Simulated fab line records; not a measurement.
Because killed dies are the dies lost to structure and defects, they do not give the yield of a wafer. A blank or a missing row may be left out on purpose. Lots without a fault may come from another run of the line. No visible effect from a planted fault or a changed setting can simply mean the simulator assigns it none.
fab line records -- flow sky130
record: lots: 11, wafers: 33, last_day: 50
route steps=708 shown LDD_P@262 SD_N@351 LI_CONTACT@381 PAD_OPEN@708
lots that met no fault: taken from a fault-free run of the same line
start_h: hours from the record's first day to the start of the lot's first wafer shown -- wait_h: time in hours since the lot's previous step -- " the same as in the row above -- L1.1+2: a row that stands for several wafers -- - no value, or no start given -- * or withheld: withheld -- < > ~ a bound
route shown NAME@n: names a module that has steps shown in the file, with the first one's number in the route -- usual: mean/standard deviation taken from wafers without a fault -- same: alike in all rows -- chamber/n: place in a boat -- sites: readings site by site -- _std_site: the values' standard deviation -- _edge_site: inner sites' mean taken away from outer sites' mean -- radius_mm: how far each site lies from the wafer's centre -- mask NAME#n: copy n -- behind: the most recent tool/chamber to have shaped the wafer -- hold: reason for holding the lot/hours on hold/outcome of the hold -- device: which transistor (n, p or np) failed to switch -- end of line: tests of these same wafers at the route's end -- a step with no rows: only its recipe -- killed: at the first sort, the dies lost to defects and structure; wafer yield is something else -- map: the dies of a wafer, with x for killed, . for not killed, _ for no die there
set.NAME: the setting that was run; set.NAME@STEP: the one run at that earlier step -- model.NAME: the simulator's own value behind a step, which no gauge read
the route's steps for a sample of lots (tables are steps, rows are wafers)
services: a tool's chamber out of use, with start hour (start_h, from the record's first day; less than 0 if before it), hours out, and reason
== steps ==
step: SKY_LDD_P_CD_MEAS_07
recipe: target_cd_nm: 380
usual: cd_nm: 379.9/2.7
lot.wafer,tool,chamber,start_h,wait_h,cd_nm
L388.1,cd_sem-01,-,428.34,0.1,381.9
L388.2,cd_sem-01,-,428.34,0.1,384.0
L388.6,cd_sem-01,-,428.34,0.1,384.7
L387.1,cd_sem-01,-,429.29,0.1,378.3
L387.3,cd_sem-01,-,429.29,0.1,379.3
L387.5,cd_sem-01,-,429.29,0.1,379.1
L389.2,cd_sem-02,-,452.66,0.1,373.3
L389.5,cd_sem-02,-,452.66,0.1,372.3
L389.6,cd_sem-02,-,452.66,0.1,374.9
L393.2,cd_sem-01,-,485.11,0.1,381.6
L393.3,cd_sem-01,-,485.11,0.1,381.4
L393.5,cd_sem-01,-,485.11,0.1,382.1
L394.1,cd_sem-02,-,492.35,0.1,383.7
L394.2,cd_sem-02,-,492.35,0.1,381.3
L394.4,cd_sem-02,-,492.35,0.1,379.1
L395.2,cd_sem-02,-,497.79,0.1,379.7
L395.3,cd_sem-02,-,497.79,0.1,380.3
L395.5,cd_sem-02,-,497.79,0.1,382.4
L403.2,cd_sem-02,-,568.79,0.1,382.1
L403.3,cd_sem-02,-,568.79,0.1,380.4
L403.5,cd_sem-02,-,568.79,0.1,381.7
L405.1,cd_sem-02,-,583.54,0.1,386.7
L405.3,cd_sem-02,-,583.54,0.1,380.5
L405.5,cd_sem-02,-,583.54,0.1,383.0
L406.3,cd_sem-01,-,589.99,0.1,383.8
L406.4,cd_sem-01,-,589.99,0.1,382.6
L406.5,cd_sem-01,-,589.99,0.1,381.8
L408.1,cd_sem-01,-,625.19,0.1,379.4
L408.2,cd_sem-01,-,625.19,0.1,377.5
L408.3,cd_sem-01,-,625.19,0.1,375.9
L410.2,cd_sem-01,-,636.59,0.1,382.9
L410.3,cd_sem-01,-,636.59,0.1,380.8
L410.6,cd_sem-01,-,636.59,0.1,384.2
step: SKY_LDD_P_OVL_MEAS_08
usual: LDD_P_OVL: -0.6/1.2
lot.wafer,tool,chamber,start_h,wait_h,LDD_P_OVL[nm]
L388.1,overlay-02,-,428.46,0.1,-0.6
L388.2,overlay-02,-,428.46,0.1,-0.4
L388.6,overlay-02,-,428.46,0.1,-0.5
L387.1,overlay-01,-,429.41,0.1,-0.5
L387.3,overlay-01,-,429.41,0.1,1.1
L387.5,overlay-01,-,429.41,0.1,2.1
L389.2,overlay-02,-,452.77,0.1,0.6
L389.5,overlay-02,-,452.77,0.1,-0.7
L389.6,overlay-02,-,452.77,0.1,-0.1
L393.2,overlay-01,-,485.22,0.1,0.6
L393.3,overlay-01,-,485.22,0.1,-0.4
L393.5,overlay-01,-,485.22,0.1,-1.2
L394.1,overlay-01,-,492.47,0.1,-1.0
L394.2,overlay-01,-,492.47,0.1,0.7
L394.4,overlay-01,-,492.47,0.1,-0.7
L395.2,overlay-02,-,497.90,0.1,0.4
L395.3,overlay-02,-,497.90,0.1,1.2
L395.5,overlay-02,-,497.90,0.1,-1.2
L403.2,overlay-02,-,568.90,0.1,-1.2
L403.3,overlay-02,-,568.90,0.1,-0.8
L403.5,overlay-02,-,568.90,0.1,-2.3
L405.1,overlay-02,-,583.66,0.1,-2.5
L405.3,overlay-02,-,583.66,0.1,-2.7
L405.5,overlay-02,-,583.66,0.1,-0.7
L406.3,overlay-02,-,590.08,0.1,-1.1
L406.4,overlay-02,-,590.08,0.1,0.1
L406.5,overlay-02,-,590.08,0.1,0.5
L408.1,overlay-02,-,625.31,0.1,-1.3
L408.2,overlay-02,-,625.31,0.1,-2.7
L408.3,overlay-02,-,625.31,0.1,-1.7
L410.2,overlay-01,-,636.70,0.1,0.1
L410.3,overlay-01,-,636.70,0.1,1.2
L410.6,overlay-01,-,636.70,0.1,-0.1
step: SKY_SD_N_IMPLANT_09
recipe: species: As, energy_kev: 50, dose_cm2: 4e+15, tilt_deg: 0
lot.wafer,tool,chamber,start_h,wait_h
L388.1+2+6,implanter-02,0,645.64,0.0
L387.1+3+5,implanter-02,0,646.96,0.0
L389.2+5+6,implanter-02,0,657.42,0.0
L393.2+3+5,implanter-03,0,690.74,0.0
L394.1+2+4,implanter-01,0,701.93,0.0
L394.1+2+4,implanter-01,0,702.24,0.3
L395.2+3+5,implanter-03,0,704.77,0.0
L395.2+3+5,implanter-03,0,705.09,0.3
L403.2+3+5,implanter-02,0,768.99,0.0
L405.1+3+5,implanter-03,0,779.15,0.0
L405.1+3+5,implanter-03,0,779.47,0.3
L406.3+4+5,implanter-02,0,783.72,0.1
L408.1+2+3,implanter-01,0,818.72,0.0
L410.2+3+6,implanter-03,0,826.22,0.0
step: SKY_SD_N_STRIP_11
recipe: chemistry: O2/N2, power_w: 1400, pressure_mtorr: 1500, platen_temp_c: withheld, o2_flow_sccm: 3000, n2_flow_sccm: 300, overash_fraction: 0.5
usual: drypump_motor_current_A: 5.82/0.23, oes_product_au: 0.527/0.004, strip_time_to_endpoint_s: 22.56/0.047
lot.wafer,tool,chamber,start_h,wait_h,drypump_motor_current_A,oes_product_au,rf_hours_counter_h,strip_time_to_endpoint_s
L388.1,plasma_asher-03,0,645.94,0.1,5.62,0.530,87,22.55
L388.2,plasma_asher-03,1,645.94,0.1,6.25,0.534,87,22.52
L388.6,plasma_asher-03,0,645.94,0.1,5.61,0.529,-,22.51
L387.1,plasma_asher-01,0,647.26,0.1,5.61,0.521,18,22.62
L387.3,plasma_asher-01,1,647.26,0.1,5.75,0.528,-,22.61
L387.5,plasma_asher-01,1,647.26,0.1,5.75,0.530,-,22.63
L389.2,plasma_asher-02,1,657.70,0.1,5.91,0.530,98,22.49
L389.5,plasma_asher-02,0,657.70,0.1,5.70,0.523,-,22.48
L389.6,plasma_asher-02,1,657.70,0.1,5.90,0.531,-,22.50
L393.2,plasma_asher-01,1,691.02,0.1,5.78,0.534,23,22.51
L393.3,plasma_asher-01,0,691.02,0.1,5.63,0.523,-,22.51
L393.5,plasma_asher-01,1,691.02,0.1,5.75,0.535,-,22.52
L394.1,plasma_asher-03,1,702.54,0.1,6.26,0.508,93,23.80
L394.2,plasma_asher-03,0,702.54,0.1,5.63,0.512,93,23.83
L394.4,plasma_asher-03,0,702.54,0.1,5.63,0.509,-,23.81
L395.2,plasma_asher-02,0,705.36,0.1,5.67,0.515,103,23.82
L395.3,plasma_asher-02,1,705.36,0.1,5.87,0.508,-,23.84
L395.5,plasma_asher-02,1,705.36,0.1,5.90,0.517,-,23.83
L403.2,plasma_asher-02,1,769.27,0.1,5.89,0.528,3,22.53
L403.3,plasma_asher-02,0,769.27,0.1,5.67,0.529,-,22.48
L403.5,plasma_asher-02,1,769.27,0.1,5.88,0.526,-,22.49
L405.1,plasma_asher-01,0,779.77,0.1,5.66,0.518,32,23.76
L405.3,plasma_asher-01,1,779.77,0.1,5.73,0.514,-,23.82
L405.5,plasma_asher-01,0,779.77,0.1,5.67,0.514,-,23.76
L406.3,plasma_asher-02,1,784.00,0.1,5.88,0.532,-,22.57
L406.4,plasma_asher-02,0,784.00,0.1,5.68,0.527,-,22.55
L406.5,plasma_asher-02,0,784.00,0.1,5.69,0.519,-,22.54
L408.1,plasma_asher-03,1,819.02,0.1,6.25,0.526,104,22.57
L408.2,plasma_asher-03,0,819.02,0.1,5.60,0.532,104,22.60
L408.3,plasma_asher-03,1,819.02,0.1,6.26,0.527,-,22.57
L410.2,plasma_asher-02,1,826.50,0.1,5.92,0.520,8,22.56
L410.3,plasma_asher-02,0,826.50,0.1,5.71,0.526,-,22.56
L410.6,plasma_asher-02,1,826.50,0.1,5.91,0.525,-,22.59
step: SKY_SD_N_TW_MEAS_12
usual: SD_N_TW: 4001/25
lot.wafer,tool,chamber,start_h,wait_h,SD_N_TW
L388.1,film_metro-03,-,646.04,0.1,4015
L388.2,film_metro-03,-,646.04,0.1,4006
L388.6,film_metro-03,-,646.04,0.1,4012
L387.1,film_metro-02,-,647.36,0.1,3960
L387.3,film_metro-02,-,647.36,0.1,3962
L387.5,film_metro-02,-,647.36,0.1,3981
L389.2,film_metro-01,-,657.81,0.1,3984
L389.5,film_metro-01,-,657.81,0.1,3996
L389.6,film_metro-01,-,657.81,0.1,3974
L393.2,film_metro-01,-,691.13,0.1,4003
L393.3,film_metro-01,-,691.13,0.1,4021
L393.5,film_metro-01,-,691.13,0.1,4026
L394.1,film_metro-03,-,702.64,0.1,4115
L394.2,film_metro-03,-,702.64,0.1,4096
L394.4,film_metro-03,-,702.64,0.1,4120
L394.1,film_metro-03,-,702.88,0.2,4123
L394.2,film_metro-03,-,702.88,0.2,4104
L394.4,film_metro-03,-,702.88,0.2,4124
L395.2,film_metro-02,-,705.47,0.1,4059
L395.3,film_metro-02,-,705.47,0.1,4068
L395.5,film_metro-02,-,705.47,0.1,4085
L403.2,film_metro-02,-,769.38,0.1,3985
L403.3,film_metro-02,-,769.38,0.1,3989
L403.5,film_metro-02,-,769.38,0.1,3973
L405.1,film_metro-01,-,779.87,0.1,4061
L405.3,film_metro-01,-,779.87,0.1,4057
L405.5,film_metro-01,-,779.87,0.1,4063
L406.3,film_metro-01,-,784.09,0.1,4006
L406.4,film_metro-01,-,784.09,0.1,3998
L406.5,film_metro-01,-,784.09,0.1,3997
L408.1,film_metro-03,-,819.12,0.1,3996
L408.2,film_metro-03,-,819.12,0.1,4022
L408.3,film_metro-03,-,819.12,0.1,4027
L410.2,film_metro-01,-,826.61,0.1,3996
L410.3,film_metro-01,-,826.61,0.1,3991
L410.6,film_metro-01,-,826.61,0.1,4009
step: SKY_SD_N_RS_MEAS_16
recipe: thk_meas_gauge: four-point-probe
usual: SD_N_RS: 68.50/0.11
lot.wafer,tool,chamber,start_h,wait_h,SD_N_RS[ohm/sq]
L388.1,film_metro-01,-,646.33,0.1,68.53
L388.2,film_metro-01,-,646.33,0.1,68.55
L388.6,film_metro-01,-,646.33,0.1,68.61
L387.1,film_metro-02,-,647.67,0.1,68.41
L387.3,film_metro-02,-,647.67,0.1,68.33
L387.5,film_metro-02,-,647.67,0.1,68.42
L389.2,film_metro-02,-,658.10,0.1,68.56
L389.5,film_metro-02,-,658.10,0.1,68.39
L389.6,film_metro-02,-,658.10,0.1,68.49
L393.2,film_metro-02,-,691.42,0.1,68.38
L393.3,film_metro-02,-,691.42,0.1,68.41
L393.5,film_metro-02,-,691.42,0.1,68.61
L394.1,film_metro-02,-,704.30,0.3,63.63
L394.2,film_metro-02,-,704.30,0.3,63.58
L394.4,film_metro-02,-,704.30,0.3,63.58
L394.1,film_metro-02,-,704.63,0.3,63.71
L394.2,film_metro-02,-,704.63,0.3,63.57
L394.4,film_metro-02,-,704.63,0.3,63.49
L395.2,film_metro-01,-,705.77,0.1,63.67
L395.3,film_metro-01,-,705.77,0.1,63.79
L395.5,film_metro-01,-,705.77,0.1,63.72
L395.2,film_metro-01,-,706.18,0.4,63.86
L395.3,film_metro-01,-,706.18,0.4,63.48
L395.5,film_metro-01,-,706.18,0.4,63.76
L403.2,film_metro-03,-,769.67,0.1,68.45
L403.3,film_metro-03,-,769.67,0.1,68.44
L403.5,film_metro-03,-,769.67,0.1,68.36
L405.1,film_metro-03,-,780.15,0.1,63.61
L405.3,film_metro-03,-,780.15,0.1,63.61
L405.5,film_metro-03,-,780.15,0.1,63.67
L405.1,film_metro-03,-,780.44,0.3,63.70
L405.3,film_metro-03,-,780.44,0.3,63.63
L405.5,film_metro-03,-,780.44,0.3,63.78
L406.3,film_metro-03,-,784.39,0.1,68.53
L406.4,film_metro-03,-,784.39,0.1,68.59
L406.5,film_metro-03,-,784.39,0.1,68.56
L408.1,film_metro-02,-,819.41,0.1,68.39
L408.2,film_metro-02,-,819.41,0.1,68.39
L408.3,film_metro-02,-,819.41,0.1,68.44
L410.2,film_metro-01,-,826.90,0.1,68.67
L410.3,film_metro-01,-,826.90,0.1,68.68
L410.6,film_metro-01,-,826.90,0.1,68.72
step: SKY_LI_CONTACT_SPUTTER_19
recipe: material: Ti, target_thk_nm: 20, chamber_pressure_pa: 5, power_w: 2500, substrate_temp_c: 200, time_s: 106.37
usual: substrate_temp_c: 199.98/0.16, throttle_valve_pct: 29.9/0.49
lot.wafer,tool,chamber,start_h,wait_h,substrate_temp_c,throttle_valve_pct
L388.1,pvd_sputter-04,-,674.57,0.0,200.06,29.7
L388.2,pvd_sputter-04,-,674.57,0.0,199.89,29.6
L388.6,pvd_sputter-04,-,674.57,0.0,199.74,29.8
L387.1,pvd_sputter-04,-,675.90,0.0,199.91,30.4
L387.3,pvd_sputter-04,-,675.90,0.0,199.78,29.7
L387.5,pvd_sputter-04,-,675.90,0.0,199.54,29.6
L389.2,pvd_sputter-04,-,687.90,0.0,200.43,30.3
L389.5,pvd_sputter-04,-,687.90,0.0,200.08,30.1
L389.6,pvd_sputter-04,-,687.90,0.0,199.85,29.5
L393.2,pvd_sputter-04,-,719.79,0.0,200.08,29.8
L393.3,pvd_sputter-04,-,719.79,0.0,200.01,29.7
L393.5,pvd_sputter-04,-,719.79,0.0,200.06,29.8
L394.1,pvd_sputter-04,-,731.00,0.0,199.81,29.8
L394.2,pvd_sputter-04,-,731.00,0.0,200.03,30.1
L394.4,pvd_sputter-04,-,731.00,0.0,199.99,30.4
L395.2,pvd_sputter-01,-,734.43,0.0,199.95,29.7
L395.3,pvd_sputter-01,-,734.43,0.0,200.17,29.9
L395.5,pvd_sputter-01,-,734.43,0.0,200.07,30.1
L403.2,pvd_sputter-01,-,797.60,0.0,199.97,28.8
L403.3,pvd_sputter-01,-,797.60,0.0,200.22,30.0
L403.5,pvd_sputter-01,-,797.60,0.0,199.98,30.1
L405.1,pvd_sputter-01,-,807.74,0.0,200.09,29.9
L405.3,pvd_sputter-01,-,807.74,0.0,199.86,29.9
L405.5,pvd_sputter-01,-,807.74,0.0,200.05,30.3
L406.3,pvd_sputter-01,-,811.70,0.0,200.11,28.9
L406.4,pvd_sputter-01,-,811.70,0.0,199.86,29.8
L406.5,pvd_sputter-01,-,811.70,0.0,200.07,29.7
L408.1,pvd_sputter-01,-,846.33,0.0,200.23,29.9
L408.2,pvd_sputter-01,-,846.33,0.0,200.15,28.9
L408.3,pvd_sputter-01,-,846.33,0.0,200.06,30.1
L410.2,pvd_sputter-01,-,854.18,0.0,200.01,30.0
L410.3,pvd_sputter-01,-,854.18,0.0,199.80,29.9
L410.6,pvd_sputter-01,-,854.18,0.0,199.86,30.2
step: SKY_PAD_OPEN_PROBE_99
usual: killed_at_M0_to_M3: 43/7.7, killed_at_M4_up: 2.9/1.9, killed_at_contacts: 24/5.9, killed_at_front_end: 16/5.1, killed_at_other: 0.3/0.63, killed_dies: 86/10, killed_open: 47/7.6, killed_short: 39/6.8
same: gross_dies: 492, killed_at_back_side: 0
lot.wafer,tool,chamber,start_h,wait_h,killed_at_M0_to_M3,killed_at_M4_up,killed_at_contacts,killed_at_front_end,killed_at_other,killed_dies,killed_open,killed_short
L403.2,prober-01,-,1161.94,0.1,40,4,26,16,0,86,43,43
L403.3,prober-01,-,1161.99,0.2,42,5,35,19,0,101,54,47
L403.5,prober-01,-,1162.09,0.2,38,3,15,18,0,74,35,39
killed by level:class
L403.2 LI_CONTACT:geometric_particle:open=12 METAL1:geometric_particle:short=7 VIA3:geometric_particle:short=6 POLY_GATE:geometric_particle:open=5 CONTACT:geometric_particle:short=5 LI_CONTACT:geometric_particle:short=4 CONTACT:geometric_particle:open=4 VIA1:geometric_particle:open=4
L403.3 CONTACT:geometric_particle:open=10 CONTACT:geometric_particle:short=9 VIA2:geometric_particle:open=9 POLY_GATE:geometric_particle:short=8 LI_CONTACT:geometric_particle:open=7 VIA1:geometric_particle:open=6 FIELD_ISO:geometric_particle:open=5 VIA1:geometric_particle:short=5
L403.5 LI_CONTACT:geometric_particle:open=7 VIA1:geometric_particle:short=6 VIA3:geometric_particle:open=6 POLY_GATE:geometric_particle:open=5 CONTACT:geometric_particle:open=5 METAL1:geometric_particle:short=5 METAL2:geometric_particle:short=5 VIA2:geometric_particle:open=4
== services ==
tool,chamber,start_h,hours,kind
pvd_sputter-01,-,637.26,0.9,repair
implanter-02,-,647.55,2.9,pm
implanter-03,-,661.10,9.7,pm
plasma_asher-03,-,682.43,3.5,repair
implanter-03,-,682.79,0.6,repair
implanter-02,-,695.29,2.4,repair
implanter-01,-,703.15,5.7,repair
implanter-03,-,731.16,2.5,pm
pvd_sputter-04,-,733.54,5.0,repair
plasma_asher-02,-,733.75,9.0,pm
plasma_asher-02,0,733.75,9.0,vent_cycle
plasma_asher-02,1,733.75,9.0,vent_cycle
plasma_asher-02,0,742.75,-,clean
plasma_asher-02,1,742.75,-,clean
plasma_asher-01,-,797.23,1.4,repair
implanter-01,-,812.60,2.8,repair
implanter-03,-,822.40,2.1,repair
pvd_sputter-01,3,832.59,-,consumable_replace:kit
pvd_sputter-01,3,832.59,18.0,scheduled_down
pvd_sputter-01,3,832.59,18.0,vent_cycle
== key ==
first_sign: step: SKY_SD_N_IMPLANT_09, reading: visit, direction: added
effect: step: SKY_SD_N_STRIP_11, reading: strip_time_to_endpoint_s, direction: up, sigmas: 27, usual: *, struck: *
effect: step: SKY_SD_N_TW_MEAS_12, reading: SD_N_TW, direction: up, sigmas: 3.2, usual: 4001, struck: 4080
effect: step: SKY_SD_N_RS_MEAS_16, reading: visit, direction: added
effect: step: SKY_SD_N_RS_MEAS_16, reading: SD_N_RS, direction: down, sigmas: 43, usual: 68.50, struck: 63.65
met_at SKY_SD_N_IMPLANT_09
struck_lots L394,L395,L405
tester_left_out L394,L395,L405
not_acting_at SKY_LDD_P_CD_MEAS_07,SKY_LDD_P_OVL_MEAS_08,SKY_LI_CONTACT_SPUTTER_19
fault: kind: repeated_step_whole, tool: implanter-01,implanter-02,implanter-03, chamber: -, onset_h: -, steps: SKY_SD_N_IMPLANT_09, times: 1, scope: struck_lots_only
tester_left_out: of these lots the tester's yield and bins aren't shown, on N5 and GAA mostly nor the transistor test; their killed dies are dies lost to structure and defects alone, not to doping, threshold or leakage, so they don't give the yield
